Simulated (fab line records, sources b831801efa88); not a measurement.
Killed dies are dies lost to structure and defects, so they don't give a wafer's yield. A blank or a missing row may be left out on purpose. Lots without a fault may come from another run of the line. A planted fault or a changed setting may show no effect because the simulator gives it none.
Problem report in the 8D (eight disciplines) form, filled by code | flow sky130 | the parts of the form that need people (team, actions taken, sign-off) are left out

1. THE PROBLEM
strip_time_to_endpoint_s at SKY_NWELL_STRIP_14 reads a mean of 14.14 s on 2 wafers of 2 lots; wafers without a fault read 36.95 s with a standard deviation of 0.097. That is -99 or more standard deviations from the usual mean.
The step: strips in O2/N2.
First seen on wafer L197.2, day 9 05:34, on plasma_asher-01. The record holds 42 wafers of 14 lots with a number at this step. Rule for "out", or "out of limits": more than 4 standard deviations from the usual mean. The other wafers with a number count as sound.

2. WHAT IT IS AND WHAT IT IS NOT
question                    | is                               | is not
which readings at this step | strip_time_to_endpoint_s         | chamber_pressure_mTorr, drypump_motor_current_A
which lots                  | L197, L198                       | L181, L182, L184, L185, L186, L188, L189, L190, L194, L199, L200, L201
which wafers of those lots  | L197.2, L198.5                   | L197.1, L197.4, L198.1, L198.4
read on which tools         | plasma_asher-01, plasma_asher-04 | plasma_asher-03
when                        | from day 9 05:34                 | up to then (29 sound wafers); but 11 sound wafers of L198, L199, L200, L201 came after

3. SUSPECTS, AND WHAT RULES EACH OUT
Counting: a tool at a process step up to the reading stays a suspect if it ran every lot that is out. Sound lots after the first of them don't rule it out here, since some wafers of a struck lot are sound.
- rie_diel-02 at SKY_FIELD_ISO_ETCH_15 (etches the open film in CHF3/O2, stops on Si, target depth 180 nm, time 72 s): kept. It ran every lot that is out, first L197 (day 6 10:26); its last sound lot up to then is L188 (day 4 09:23).
- litho_track-01 at SKY_NWELL_COAT_05 (resist thk 3000 nm): kept. It ran every lot that is out, first L197 (day 8 17:58); its last sound lot up to then is L190 (day 7 00:13).
Left after counting: rie_diel-02 at SKY_FIELD_ISO_ETCH_15, litho_track-01 at SKY_NWELL_COAT_05.

4. THE CAUSE (what the simulator had put in)
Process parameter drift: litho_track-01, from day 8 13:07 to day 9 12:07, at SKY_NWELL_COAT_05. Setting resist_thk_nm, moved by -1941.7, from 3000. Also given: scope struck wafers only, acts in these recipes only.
Counting left 2 suspects, and this tool is among them.

5. THE CHAIN OF EFFECTS, in route order
Each row: a reading whose mean over the struck wafers that have a number lies more than 3 standard deviations from the usual. Only readings for which the record gives a usual standard deviation are gone through. hours: the time from each lot's start at the first step in this table that gives one to its start at this step, as a median over the lots. sigmas: the change in usual standard deviations.
hours | step               | reading                  | usual      | on struck wafers | change | sigmas
0     | SKY_NWELL_STRIP_14 | oes_product_au           | 0.722 a.u. | 0.708            | -0.014 | -3.2
0     | SKY_NWELL_STRIP_14 | strip_time_to_endpoint_s | 36.95 s    | 14.14            | -22.81 | -99 or more
The process steps in it:
- SKY_NWELL_STRIP_14: strips in O2/N2.
Later measuring or inspecting steps at which every struck wafer that the step has a row for has a number for every such reading, and none has moved that far: SKY_VT_ADJUST_HVTR_OVL_MEAS_08.

6. WHAT WOULD HAVE CAUGHT IT SOONER
In this record the first reading out of limits was taken at day 9 05:34, 16 hours after the fault began at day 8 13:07.
Of the tool readings at SKY_NWELL_COAT_05 for which the record gives a usual standard deviation, none was out on any struck wafer, so an alarm limit of 4 standard deviations on them would not have fired.
All the lots that are out (2) had begun SKY_NWELL_COAT_05 on litho_track-01 by day 9 05:34. A hold on the tool at that time would have spared none of them.
